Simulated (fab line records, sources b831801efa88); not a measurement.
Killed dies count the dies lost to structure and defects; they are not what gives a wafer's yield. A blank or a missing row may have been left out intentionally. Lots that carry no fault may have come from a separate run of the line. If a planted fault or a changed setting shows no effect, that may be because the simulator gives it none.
fab line records + flow gf180mcu
record:
- lots: 14
- wafers: 42
- last-day: 34
route steps=602 shown CONTACT@298 V2@387 M3@423
lots that met no fault: from a run of the same line without faults
start-h: hours from the record's opening day to when the first of the lot's shown wafers began + wait-h: hours from the lot's prior step to this one + " identical to the entry in the row above + L1.1+2: a single row standing in for several wafers + - no value present, or no start provided + * or withheld: withheld + < > ~ a bound
route shown NAME@n: a module of which the file shows steps, and the number in the route of the first + usual: mean/standard deviation of fault-free wafers + same: alike in all rows + chamber/n: place in a boat + sites: the reading at each site + _std_site: standard deviation of those values + _edge_site: mean of outer sites minus mean of inner sites + radius-mm: how far each site lies from the wafer's centre + mask NAME#n: copy n + behind: the last tool/chamber to shape the wafer + hold: reason for holding the lot/hours on hold/outcome of the hold + device: which transistor (n, p or np) failed to switch + end of line: tests of these same wafers at the route's end + a step without rows: its recipe alone + killed: the dies lost at the first sort to structure and to defects; this is not the yield of the wafer + map: per-die view of a wafer (x killed, . not killed, _ where there is no die)
set.NAME: the setting the step ran with; set.NAME@STEP: the setting that earlier step ran with + model.NAME: the simulator's own value behind a step, which no gauge read
the route's steps for a sample of lots (tables are steps, rows are wafers)
services: a tool's chamber out of use, with start hour (start-h, from the record's first day; less than 0 if before it), hours out, and reason
== steps ==
step: GF_CONTACT_EXPOSE_11
recipe:
- mask-id: Contact
- target-cd-nm: 220
- na: 0.68
- source-shape: conventional
- sigma-outer: 0.6
- dose-mj: 38
usual:
- exposure-dose-mJ-cm2: 37.97/0.038
- focus-offset-nm: 0.1/0.57
- sigma-outer: 0.6/0
| lot.wafer | tool           | chamber | start-h | wait-h | mask      | exposure-dose-mJ-cm2 | focus-offset-nm | sigma-outer |
|-----------|----------------|---------|---------|--------|-----------|----------------------|-----------------|-------------|
| L870.3    | krf-scanner-01 | 0       | 351.47  | -      | Contact#0 | 37.98                | 0.2             | 0.6         |
| L870.4    | "              | 0       | "       | "      | Contact#0 | 37.96                | -0.4            | 0.6         |
| L870.6    | "              | 0       | "       | "      | Contact#0 | 37.97                | -0.1            | 0.6         |
| L872.1    | krf-scanner-01 | 0       | 373.55  | -      | Contact#0 | 37.99                | 0.3             | 0.6         |
| L872.3    | "              | 0       | "       | "      | Contact#0 | 37.90                | -0.9            | 0.6         |
| L872.4    | "              | 0       | "       | "      | Contact#0 | 38.00                | -0.1            | 0.6         |
| L873.1    | krf-scanner-02 | 0       | 383.35  | -      | Contact#0 | 37.98                | -0.4            | 0.6         |
| L873.2    | "              | 0       | "       | "      | Contact#0 | 37.92                | 0.4             | 0.6         |
| L873.6    | "              | 0       | "       | "      | Contact#0 | 37.98                | -0.2            | 0.6         |
| L877.1    | krf-scanner-01 | 0       | 413.11  | -      | Contact#0 | 37.97                | 0.7             | 0.6         |
| L877.5    | "              | 0       | "       | "      | Contact#0 | 37.99                | 0.4             | 0.6         |
| L877.6    | "              | 0       | "       | "      | Contact#0 | 37.96                | 1.2             | 0.6         |
| L879.2    | krf-scanner-01 | -       | 428.20  | -      | Contact#0 | -                    | -               | -           |
| L879.4    | "              | -       | "       | "      | Contact#0 | -                    | -               | -           |
| L879.6    | "              | -       | "       | "      | Contact#0 | -                    | -               | -           |
| L880.3    | krf-scanner-01 | -       | 441.76  | -      | Contact#0 | -                    | -               | -           |
| L880.4    | "              | -       | "       | "      | Contact#0 | -                    | -               | -           |
| L880.6    | "              | -       | "       | "      | Contact#0 | -                    | -               | -           |
| L881.4    | krf-scanner-01 | 0       | 450.71  | -      | Contact#0 | 37.91                | -0.1            | 0.6         |
| L881.5    | "              | 0       | "       | "      | Contact#0 | 37.99                | 0.4             | 0.6         |
| L881.6    | "              | 0       | "       | "      | Contact#0 | 37.96                | 0.4             | 0.6         |
| L882.2    | krf-scanner-02 | 0       | 454.95  | -      | Contact#0 | 37.97                | 0.3             | 0.6         |
| L882.5    | "              | 0       | "       | "      | Contact#0 | 37.97                | 0.1             | 0.6         |
| L882.6    | "              | 0       | "       | "      | Contact#0 | 37.97                | 1.1             | 0.6         |
| L887.2    | krf-scanner-01 | 0       | 503.60  | -      | Contact#0 | 37.96                | 0.0             | 0.6         |
| L887.4    | "              | 0       | "       | "      | Contact#0 | 38.00                | -0.7            | 0.6         |
| L887.5    | "              | 0       | "       | "      | Contact#0 | 37.95                | -1.1            | 0.6         |
| L888.1    | krf-scanner-01 | 0       | 511.67  | -      | Contact#0 | 37.92                | 0.5             | 0.6         |
| L888.5    | "              | 0       | "       | "      | Contact#0 | 37.88                | 0.6             | 0.6         |
| L888.6    | "              | 0       | "       | "      | Contact#0 | 37.91                | -0.6            | 0.6         |
| L889.2    | krf-scanner-01 | 0       | 516.92  | -      | Contact#0 | 38.02                | -0.2            | 0.6         |
| L889.3    | "              | 0       | "       | "      | Contact#0 | 37.91                | -0.5            | 0.6         |
| L889.5    | "              | 0       | "       | "      | Contact#0 | 37.86                | 0.0             | 0.6         |
| L890.3    | krf-scanner-01 | 0       | 526.42  | -      | Contact#0 | 37.94                | -0.5            | 0.6         |
| L890.4    | "              | 0       | "       | "      | Contact#0 | 37.94                | -0.1            | 0.6         |
| L890.5    | "              | 0       | "       | "      | Contact#0 | 37.92                | -0.8            | 0.6         |
| L891.1    | krf-scanner-02 | 0       | 530.88  | -      | Contact#0 | 37.96                | -0.4            | 0.6         |
| L891.2    | "              | 0       | "       | "      | Contact#0 | 37.96                | 0.0             | 0.6         |
| L891.4    | "              | 0       | "       | "      | Contact#0 | 37.97                | 0.1             | 0.6         |
| L893.2    | krf-scanner-01 | 0       | 553.50  | -      | Contact#0 | 37.96                | 0.0             | 0.6         |
| L893.3    | "              | 0       | "       | "      | Contact#0 | 37.91                | 0.7             | 0.6         |
| L893.5    | "              | 0       | "       | "      | Contact#0 | 37.90                | 1.3             | 0.6         |
step: GF_V2_BOW_MEAS_05
recipe:
- mode: bow
usual:
- V2_BOW: 97/8.7
| lot.wafer | tool          | chamber | start-h | wait-h | V2_BOW[um] |
|-----------|---------------|---------|---------|--------|------------|
| L870.3    | film-metro-01 | -       | 438.55  | 0.3    | 115        |
| L870.4    | "             | -       | "       | "      | 102        |
| L870.6    | "             | -       | "       | "      | 98         |
| L872.1    | film-metro-03 | -       | 462.36  | 0.2    | 101        |
| L872.3    | "             | -       | "       | "      | 101        |
| L872.4    | "             | -       | "       | "      | 95         |
| L873.1    | film-metro-04 | -       | 472.92  | 0.2    | 108        |
| L873.2    | "             | -       | "       | "      | 112        |
| L873.6    | "             | -       | "       | "      | 90         |
| L877.1    | film-metro-01 | -       | 504.15  | 0.1    | 85         |
| L877.5    | "             | -       | "       | "      | 77         |
| L877.6    | "             | -       | "       | "      | 83         |
| L881.4    | film-metro-03 | -       | 539.96  | 0.3    | 93         |
| L881.5    | "             | -       | "       | "      | 114        |
| L881.6    | "             | -       | "       | "      | 105        |
| L882.2    | film-metro-03 | -       | 543.38  | 0.1    | 78         |
| L882.5    | "             | -       | "       | "      | 87         |
| L882.6    | "             | -       | "       | "      | 91         |
| L887.2    | film-metro-03 | -       | 589.84  | 0.2    | 99         |
| L887.4    | "             | -       | "       | "      | 91         |
| L887.5    | "             | -       | "       | "      | 96         |
| L888.1    | film-metro-04 | -       | 594.45  | 0.1    | 107        |
| L888.5    | "             | -       | "       | "      | 106        |
| L888.6    | "             | -       | "       | "      | 100        |
| L889.2    | film-metro-01 | -       | 600.59  | 0.2    | 98         |
| L889.3    | "             | -       | "       | "      | 112        |
| L889.5    | "             | -       | "       | "      | 105        |
| L890.3    | film-metro-01 | -       | 608.59  | 0.2    | 99         |
| L890.4    | "             | -       | "       | "      | 105        |
| L890.5    | "             | -       | "       | "      | 106        |
| L891.1    | film-metro-01 | -       | 613.69  | 0.2    | 100        |
| L891.2    | "             | -       | "       | "      | 94         |
| L891.4    | "             | -       | "       | "      | 92         |
| L893.2    | film-metro-03 | -       | 632.35  | 0.2    | 109        |
| L893.3    | "             | -       | "       | "      | 96         |
| L893.5    | "             | -       | "       | "      | 104        |
step: GF_V2_ETCH_17
recipe:
- chemistry: C4F8/O2/Ar
- mask-material: KrF
- target: SiO2
- stop-on: TiN
- source-w: 1500
- bias-w: 1200
- pressure-mtorr: 40
- c4f8-flow-sccm: withheld
- O2_flow_sccm: 6
- Ar_flow_sccm: 300
- time-s: withheld
- target-depth-a: 6300
usual:
- oes-product-au: 0.855/0.0047
- rf-fwd-power-W: 1493/4.5
| lot.wafer | tool        | chamber | start-h | wait-h | oes-product-au | rf-fwd-power-W |
|-----------|-------------|---------|---------|--------|----------------|----------------|
| L870.3    | rie-diel-02 | 1       | -       | -      | 0.852          | 1494           |
| L870.4    | "           | 2       | "       | "      | 0.843          | 1494           |
| L870.6    | "           | 3       | "       | "      | 0.861          | 1492           |
| L872.1    | rie-diel-01 | 2       | -       | -      | 0.851          | 1499           |
| L872.3    | "           | 1       | "       | "      | 0.853          | 1490           |
| L872.4    | "           | 0       | "       | "      | 0.858          | 1501           |
| L873.1    | rie-diel-01 | 3       | -       | -      | 0.853          | 1491           |
| L873.2    | "           | 0       | "       | "      | 0.852          | 1505           |
| L873.6    | "           | 1       | "       | "      | 0.852          | 1483           |
| L877.1    | rie-diel-03 | 1       | -       | -      | 0.849          | 1499           |
| L877.5    | "           | 1       | "       | "      | 0.855          | 1487           |
| L877.6    | "           | 2       | "       | "      | 0.858          | 1485           |
| L881.4    | rie-diel-01 | 3       | -       | -      | 0.858          | 1483           |
| L881.5    | "           | 1       | "       | "      | 0.852          | 1489           |
| L881.6    | "           | 2       | "       | "      | 0.853          | 1495           |
| L882.2    | rie-diel-01 | 1       | -       | -      | 0.857          | 1484           |
| L882.5    | "           | 1       | "       | "      | 0.854          | 1490           |
| L882.6    | "           | 0       | "       | "      | 0.860          | 1493           |
| L887.2    | rie-diel-03 | 1       | -       | -      | 0.855          | 1498           |
| L887.4    | "           | 2       | "       | "      | 0.856          | 1495           |
| L887.5    | "           | 0       | "       | "      | 0.851          | 1495           |
| L888.1    | rie-diel-02 | 2       | -       | -      | 0.853          | 1492           |
| L888.5    | "           | 0       | "       | "      | 0.861          | 1503           |
| L888.6    | "           | 1       | "       | "      | 0.857          | 1495           |
| L889.2    | rie-diel-03 | 1       | -       | -      | 0.855          | 1490           |
| L889.3    | "           | 3       | "       | "      | 0.856          | 1493           |
| L889.5    | "           | 2       | "       | "      | 0.859          | 1496           |
| L890.3    | rie-diel-01 | 2       | -       | -      | 0.848          | 1496           |
| L890.4    | "           | 1       | "       | "      | 0.856          | 1484           |
| L890.5    | "           | 2       | "       | "      | 0.855          | 1496           |
| L891.1    | rie-diel-03 | 0       | -       | -      | 0.852          | 1497           |
| L891.2    | "           | 1       | "       | "      | 0.844          | 1497           |
| L891.4    | "           | 1       | "       | "      | 0.852          | 1496           |
| L893.2    | rie-diel-03 | 0       | -       | -      | 0.856          | 1496           |
| L893.3    | "           | 1       | "       | "      | 0.847          | 1493           |
| L893.5    | "           | 1       | "       | "      | 0.857          | 1487           |
step: GF_M3_CD_MEAS_14
recipe:
- target-cd-nm: 280
usual:
- cd-nm: 280.2/1.1
| lot.wafer | tool      | chamber | start-h | wait-h | cd-nm |
|-----------|-----------|---------|---------|--------|-------|
| L870.3    | cd-sem-01 | -       | 489.29  | 0.1    | 279.6 |
| L870.4    | "         | -       | "       | "      | 278.9 |
| L870.6    | "         | -       | "       | "      | 279.9 |
| L872.1    | cd-sem-02 | -       | 512.68  | 0.1    | 279.2 |
| L872.3    | "         | -       | "       | "      | 280.4 |
| L872.4    | "         | -       | "       | "      | 279.9 |
| L873.1    | cd-sem-02 | -       | 522.23  | 0.1    | 280.2 |
| L873.2    | "         | -       | "       | "      | 280.3 |
| L873.6    | "         | -       | "       | "      | 279.9 |
| L877.1    | cd-sem-02 | -       | 551.83  | 0.1    | 281.9 |
| L877.5    | "         | -       | "       | "      | 281.1 |
| L877.6    | "         | -       | "       | "      | 281.8 |
| L881.4    | cd-sem-02 | -       | 586.54  | 0.1    | 280.7 |
| L881.5    | "         | -       | "       | "      | 280.9 |
| L881.6    | "         | -       | "       | "      | 280.1 |
| L882.2    | cd-sem-01 | -       | 589.70  | 0.1    | 280.6 |
| L882.5    | "         | -       | "       | "      | 279.5 |
| L882.6    | "         | -       | "       | "      | 280.5 |
| L887.2    | cd-sem-02 | -       | 633.17  | 0.1    | 278.5 |
| L887.4    | "         | -       | "       | "      | 278.8 |
| L887.5    | "         | -       | "       | "      | 279.0 |
| L888.1    | cd-sem-02 | -       | 636.63  | 0.1    | 280.7 |
| L888.5    | "         | -       | "       | "      | 280.7 |
| L888.6    | "         | -       | "       | "      | 280.0 |
| L889.2    | cd-sem-01 | -       | 643.32  | 0.1    | 277.4 |
| L889.3    | "         | -       | "       | "      | 278.7 |
| L889.5    | "         | -       | "       | "      | 278.5 |
| L890.3    | cd-sem-01 | -       | 650.42  | 0.1    | 280.0 |
| L890.4    | "         | -       | "       | "      | 280.5 |
| L890.5    | "         | -       | "       | "      | 280.6 |
| L891.1    | cd-sem-02 | -       | 657.05  | 0.1    | 281.6 |
| L891.2    | "         | -       | "       | "      | 280.0 |
| L891.4    | "         | -       | "       | "      | 281.6 |
| L893.2    | cd-sem-01 | -       | 673.50  | 0.1    | 282.5 |
| L893.3    | "         | -       | "       | "      | 281.7 |
| L893.5    | "         | -       | "       | "      | 281.3 |
== services ==
| tool           | chamber | start-h | hours | kind   |
|----------------|---------|---------|-------|--------|
| krf-scanner-01 | -       | 329.94  | 1.0   | pm     |
| rie-diel-01    | 3       | 346.93  | 10.8  | repair |
| rie-diel-03    | -       | 348.63  | 2.8   | pm     |
| rie-diel-01    | -       | 350.27  | 1.0   | repair |
| rie-diel-01    | 2       | 363.05  | 7.6   | repair |
| rie-diel-01    | 0       | 370.02  | 5.9   | repair |
| krf-scanner-01 | -       | 388.69  | 1.8   | repair |
| rie-diel-03    | 1       | 404.17  | 11.1  | repair |
| rie-diel-01    | 3       | 431.97  | 7.6   | repair |
| rie-diel-03    | 2       | 443.03  | 7.0   | repair |
| rie-diel-03    | -       | 446.69  | 0.4   | repair |
| krf-scanner-01 | -       | 462.71  | 11.4  | repair |
| krf-scanner-01 | -       | 466.70  | 4.5   | repair |
| rie-diel-03    | -       | 468.43  | 0.7   | repair |
| rie-diel-01    | 2       | 472.15  | 3.5   | repair |
| krf-scanner-01 | -       | 476.06  | 0.8   | pm     |
| rie-diel-01    | 3       | 480.81  | 14.5  | repair |
| krf-scanner-01 | -       | 488.17  | 1.3   | pm     |
| rie-diel-01    | 0       | 488.51  | 5.4   | repair |
| krf-scanner-01 | -       | 498.94  | 1.0   | pm     |
| rie-diel-01    | 1       | 502.96  | 7.0   | repair |
| krf-scanner-01 | -       | 525.73  | 0.4   | repair |
| krf-scanner-01 | -       | 598.11  | 1.0   | repair |
| krf-scanner-01 | -       | 644.86  | 0.8   | pm     |
== key ==
first-sign:
- step: GF_CONTACT_EXPOSE_11
- reading: tool-record
- direction: missing
effect none on later readings
met-at GF_CONTACT_EXPOSE_11
struck-lots L879,L880
later-rows-left-out L879.2,L879.4,L879.6,L880.3,L880.4,L880.6
sort-left-out L879.2,L879.4,L879.6,L880.3,L880.4,L880.6
tester-left-out L879,L880
not-acting-at GF_V2_BOW_MEAS_05,GF_V2_ETCH_17,GF_M3_CD_MEAS_14
onset-between 413.11 428.20
fault:
- kind: skipped-step-whole
- tool: krf-scanner-01
- chamber: -
- onset-h: 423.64
- steps: GF_CONTACT_EXPOSE_11
- scope: struck-lots-only
tester-left-out: of these lots the tester's yield and bins aren't shown, on N5 and GAA mostly nor the transistor test; their killed dies are dies lost to structure and defects alone, not to doping, threshold or leakage, so they don't give the yield
sort-left-out: the simulated sort isn't trusted on such a fault, so these wafers' sort isn't shown, and their yield isn't known
later-rows-left-out: the simulator's readings of these wafers behind a module that went badly wrong aren't trusted and aren't shown, but for the sort
